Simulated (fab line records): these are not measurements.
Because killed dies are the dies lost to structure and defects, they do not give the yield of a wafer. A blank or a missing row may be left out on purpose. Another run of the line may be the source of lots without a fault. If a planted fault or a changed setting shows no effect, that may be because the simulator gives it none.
Problem report, 8D (eight disciplines) form, completed by code || flow sfqLine || the parts of the form that need people (team, actions taken, sign-off) are left out

## 1. PROBLEM STATEMENT
thkNm at SFQ_TRILAYER_I6_METRO_MEASURE_167 reads a mean of 180.2 nm on 1 wafer of 1 lot; wafers without a fault read 199.9 nm with a standard deviation of 0.73. That puts it -27 standard deviations away from the usual mean.
Earliest sighting: wafer L932.1 on filmMetro-03 at day 76 03:39. The record holds 39 wafers of 13 lots with a number at this step. Rule for "out" (also "out of limits"): further than 4 standard deviations from the usual mean. The rest of the wafers with a number are treated as sound.

## 2. WHAT THIS IS AND IS NOT
{"question": "which readings at this step", "is": "thkNm", "is not": "-"}
{"question": "which lots", "is": "L932", "is not": "L922, L923, L924, L925, L926, L927, L934, L938, L939, L943, L944, L945"}
{"question": "which wafers of those lots", "is": "L932.1", "is not": "L932.5, L932.6"}
{"question": "read on which tools", "is": "filmMetro-03", "is not": "filmMetro-01, filmMetro-02"}
{"question": "when", "is": "from day 76 03:39", "is not": "up to then (20 sound wafers); but 18 sound wafers of L934, L938, L939, L943, L944, L945 came after"}

## 3. THE SUSPECTS, EACH WITH WHAT RULES IT OUT
Counting: any tool at a process step up to the reading remains a suspect provided it ran every lot that is out. Sound lots after the first of them don't rule it out here, since some wafers of a struck lot are sound.
- cmp-02 at SFQ_TRILAYER_I6_CMP_CMP_166 (polishes SiO2): kept. It processed L932, the lot that is out, at day 76 01:32, and its most recent sound lot before then was L926 at day 71 23:07.
- filmMetro-03 at SFQ_TRILAYER_I6_METRO_MEASURE_167: kept. It processed L932, the lot that is out, at day 76 03:39, and its most recent sound lot before then was L925 at day 68 22:46. Out on those wafers are its own readings of thkNm.
- At SFQ_TRILAYER_I6_CMP_CMP_166, inside cmp-02: chamber 0 took the wafers that are out, while their sound lot-mates went through chambers 2, 3.
The count leaves filmMetro-03 at SFQ_TRILAYER_I6_METRO_MEASURE_167 and cmp-02 at SFQ_TRILAYER_I6_CMP_CMP_166.

## 4. THE CAUSE (what the simulator had put in)
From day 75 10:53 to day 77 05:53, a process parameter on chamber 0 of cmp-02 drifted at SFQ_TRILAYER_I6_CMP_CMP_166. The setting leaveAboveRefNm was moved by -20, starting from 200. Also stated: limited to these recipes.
This tool is one of the 2 suspects left after counting.

## 5. THE EFFECT CHAIN, in route order
One row per reading whose mean, taken over the struck wafers that have a number, lies over 3 standard deviations from the usual. Readings are gone through only where the record gives a usual standard deviation; hours: the median, over the lots, of the time from a lot's start at the first step in this table giving one to that lot's start at this step; sigmas: the change measured in usual standard deviations.
{"hours": 0, "step": "SFQ_TRILAYER_I6_METRO_MEASURE_167", "reading": "thkNm", "usual": "199.9 nm", "on struck wafers": 180.2, "change": -19.7, "sigmas": -27}
{"hours": 110, "step": "SFQ_TRILAYER_I6_VIA_ETCH_VIA_ETCH_172", "reading": "oesProductAu", "usual": "0.855 a.u.", "on struck wafers": 0.812, "change": -0.043, "sigmas": -8.8}
Its process steps:
- SFQ_TRILAYER_I6_METRO_MEASURE_167
- SFQ_TRILAYER_I6_VIA_ETCH_VIA_ETCH_172: etches SiO2 in CHF3, stops on Nb, target depth 260 nm.

## 6. WHAT WOULD HAVE CAUGHT IT SOONER
In this record no reading fell out of limits until day 76 03:39, 17 hours after the fault had begun at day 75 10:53.
An alarm limit of 4 standard deviations would not have fired on the tool readings at SFQ_TRILAYER_I6_CMP_CMP_166 for which the record gives a usual standard deviation, since none of them was out on any struck wafer.
All the lots that are out (1) had begun SFQ_TRILAYER_I6_CMP_CMP_166 on cmp-02 by day 76 03:39. Tool hold at that time: it would have spared none of them.
